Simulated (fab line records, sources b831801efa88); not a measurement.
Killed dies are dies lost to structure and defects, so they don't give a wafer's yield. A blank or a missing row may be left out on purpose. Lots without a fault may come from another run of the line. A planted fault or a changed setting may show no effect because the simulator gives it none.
A struck lot beside a sound one | flow sky130 | 23 steps out of a route of 708
Sound: wafers L595.2, L595.4, L595.5. Struck: wafers L592.2, L592.5. The cause comes at the end.
At each step with rows: each side's tool, then ch and its chambers, then its first start. Under that, the readings that differ: sound wafers | struck wafers | difference of the means | sigmas: that difference in standard deviations of wafers without a fault.
alike: readings whose means differ by less than 2 such deviations, and words and numbers that are the same on both sides. not compared: withheld readings, readings that some wafer has no value for, bounds like >300 that may hide the same value, and numbers for which the record gives no deviation and whose values overlap.
The two part at a step that has a row with sigmas, a row that says differs or no value, or rows on one side only. Numbers that don't overlap but have no deviation are shown without sigmas and don't part them. A reading that every wafer of one side lacks parts them only if that side has two wafers or more.

first, 5 steps without rows for these wafers: SKY_POLY_CUT_COAT_03 (resist thk 450 nm); SKY_POLY_CUT_SOFTBAKE_04 (time 90 s); SKY_POLY_CUT_EXPOSE_05 (exposes mask NPCM, target cd 270 nm); SKY_POLY_CUT_PEB_06; SKY_POLY_CUT_DEVELOP_07 (develop time 60 s).
SKY_POLY_CUT_CD_MEAS_08: target cd 270 nm.
  sound on cd_sem-02, day 30 20:41; struck on cd_sem-01, day 30 09:41
  alike: cd_nm
SKY_POLY_CUT_OVL_MEAS_09:
  sound on overlay-01, day 30 20:47; struck on overlay-01, day 30 09:47
  alike: POLY_CUT_OVL
SKY_POLY_CUT_ETCH_10: etches BARC in N2/H2, stops on SiO2, time 45.9 s, target depth 60 nm.
  sound on rie_diel-04 ch 0,1,2, day 30 20:49; struck on rie_diel-01 ch 0, day 30 09:49
  reading                     | sound       | struck  | difference | sigmas
  drypump_motor_current_A (A) | 6.3 6.3 5.8 | 4.9 4.9 | -1.2       | -3
  alike: n2_flow_sccm, oes_product_au, throttle_valve_pct
  not compared: rf_hours_counter_h
SKY_POLY_CUT_ETCH_11: etches Si3N4 in CF4/CH2F2/Ar, stops on poly-Si, time 42.5 s, target depth 60 nm.
  sound on rie_diel-04 ch 0,1,2, day 30 20:52; struck on rie_diel-01 ch 0, day 30 09:52
  reading                     | sound       | struck  | difference | sigmas
  drypump_motor_current_A (A) | 6.3 6.3 5.8 | 4.9 4.9 | -1.2       | -3
  alike: oes_product_au, throttle_valve_pct
  not compared: rf_hours_counter_h
SKY_POLY_CUT_STRIP_12: strips in O2/N2.
  sound on plasma_asher-04 ch 0,1, day 30 20:54; struck on plasma_asher-04 ch 0,1, day 30 09:54
  alike: drypump_motor_current_A, n2_flow_sccm, oes_product_au, strip_time_to_endpoint_s
  not compared: rf_hours_counter_h
then, 2 steps without rows for these wafers: SKY_SD_P_DEHYDRATE_00 (time 60 s); SKY_SD_P_HMDS_01 (prime time 60 s).
SKY_SD_P_COAT_02: resist thk 1140 nm.
  sound on litho_track-01 ch 0, day 31 10:08; struck on litho_track-02 ch 0, day 30 22:44
  reading                                   | sound          | struck    | difference | sigmas
  model.NOVOLAK_of_SD_P_COAT_02.thk_nm (nm) | 1147 1143 1143 | 1172 1173 | +28        |
then, 3 steps without rows for these wafers: SKY_SD_P_SOFTBAKE_03 (time 60 s); SKY_SD_P_EXPOSE_04 (exposes mask PSDM, target cd 380 nm); SKY_SD_P_PEB_05.
SKY_SD_P_DEVELOP_06: develop time 60 s.
  sound on litho_track-04 ch 0, day 32 00:04; struck on litho_track-02 ch 0, day 31 12:44
  reading                                   | sound          | struck    | difference | sigmas
  model.NOVOLAK_of_SD_P_COAT_02.thk_nm (nm) | 1147 1143 1143 | 1171 1173 | +28        |
SKY_SD_P_CD_MEAS_07: target cd 380 nm.
  sound on cd_sem-02, day 32 00:12; struck on cd_sem-02, day 31 12:53
  reading    | sound             | struck      | difference | sigmas
  cd_nm (nm) | 381.9 384.0 379.7 | 374.4 375.8 | -6.8       | -3
SKY_SD_P_OVL_MEAS_08:
  sound on overlay-02, day 32 00:19; struck on overlay-02, day 31 12:59
  alike: SD_P_OVL
then, 1 step without rows for these wafers: SKY_SD_P_IMPLANT_09.
SKY_SD_P_STRIP_10: strips in O2/N2.
  sound on plasma_asher-01 ch 1, day 32 00:29; struck on plasma_asher-04 ch 1, day 31 13:10
  reading                      | sound             | struck      | difference | sigmas
  drypump_motor_current_A (A)  | 5.5 5.5 5.4       | 6.2 6.3     | +0.8       | +2
  strip_time_to_endpoint_s (s) | 17.57 17.54 17.55 | 17.83 17.82 | +0.27      | +7
  alike: n2_flow_sccm, oes_product_au
  not compared: rf_hours_counter_h
SKY_SD_P_TW_MEAS_11:
  sound on film_metro-01, day 32 00:36; struck on film_metro-01, day 31 13:17
  alike: SD_P_TW
then, 1 step without rows for these wafers: SKY_PAD_OPEN_PROBE_99.

WHERE THEY PART
First at SKY_POLY_CUT_ETCH_10; last, within this record, at SKY_SD_P_STRIP_10. Later steps at which nothing parts them and some readings are alike: SKY_SD_P_TW_MEAS_11.

WHY: what the simulator had put in
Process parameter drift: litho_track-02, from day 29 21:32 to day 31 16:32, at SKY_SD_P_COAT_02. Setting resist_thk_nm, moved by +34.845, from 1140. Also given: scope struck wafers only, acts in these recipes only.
